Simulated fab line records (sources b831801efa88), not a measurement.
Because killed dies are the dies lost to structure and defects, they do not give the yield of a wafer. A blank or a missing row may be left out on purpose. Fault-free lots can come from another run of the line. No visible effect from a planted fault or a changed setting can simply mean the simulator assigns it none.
The tool behind it: which one? + flow sky130 + 13 lots, 39 wafers sampled, at 1 step of a route of 708

## WHAT EACH GAUGE READ, for each wafer
SKY_METAL5_THK_MEAS_06: measures by xrf.
| lot  | measured     | on            | METAL5_ALCU_THK (nm) |
|------|--------------|---------------|----------------------|
| L903 | day 42 20:19 | film-metro-02 | 1147 1162 1153       |
| L904 | day 43 00:29 | film-metro-02 | 1132 1137 1147       |
| L905 | day 43 09:35 | film-metro-01 | 1132 1126 1125       |
| L906 | day 43 18:23 | film-metro-02 | 1156 1148 1164       |
| L908 | day 44 14:50 | film-metro-03 | 1131 1133 1130       |
| L910 | day 45 02:46 | film-metro-02 | 1155 1146 1159       |
| L915 | day 46 04:13 | film-metro-01 | 1139 1151 1129       |
| L918 | day 46 14:14 | film-metro-03 | 1138 1146 1136       |
| L920 | day 47 12:10 | film-metro-02 | 1163 1162 1170       |
| L921 | day 47 13:00 | film-metro-02 | 1156 1148 1153       |
| L922 | day 47 22:11 | film-metro-03 | 1133 1134 1128       |
| L923 | day 48 00:56 | film-metro-03 | 1162 1156 1161       |
| L924 | day 48 08:16 | film-metro-01 | 1166 1169 1177       |

## WHAT TOOL EACH LOT RAN ON (gives the tool, then ch and the chambers of the sampled wafers, and finally the start)
There is no process step in the record ahead of these readings.

## WHAT THE TOOLS THEMSELVES READ (means of the sampled wafers that have a number; where no wafer has one, the mark that the record gives instead)
The record holds no such reading with a usual standard deviation.

## THE ANSWER, worked out from the rows above alone
Rule: usual is defined by the lots themselves. The widest of any qualifying gaps counts: lots, ordered by their means at a reading, are off when they make up no more than a third of the lots, leave a main group of 4 or more, and stand apart from it by 3 or more times the standard deviation of that group's means. The tables above print the reading to a certain number of digits; a main group whose means all agree to those digits is not used. Also off: a lot with no number at a reading for which 4 or more lots have one. The other lots that the step has rows for count as sound. Order of review: gauges by route order, followed by the tools' own readings, for which a lot's mean as printed above is used. At the first step where some lot is off, the reading lying furthest off is the one used; lots without a number count as furthest.
Nothing can be told from this: no lot is off at any reading shown.

## WHAT HAD BEEN PUT IN BY THE SIMULATOR
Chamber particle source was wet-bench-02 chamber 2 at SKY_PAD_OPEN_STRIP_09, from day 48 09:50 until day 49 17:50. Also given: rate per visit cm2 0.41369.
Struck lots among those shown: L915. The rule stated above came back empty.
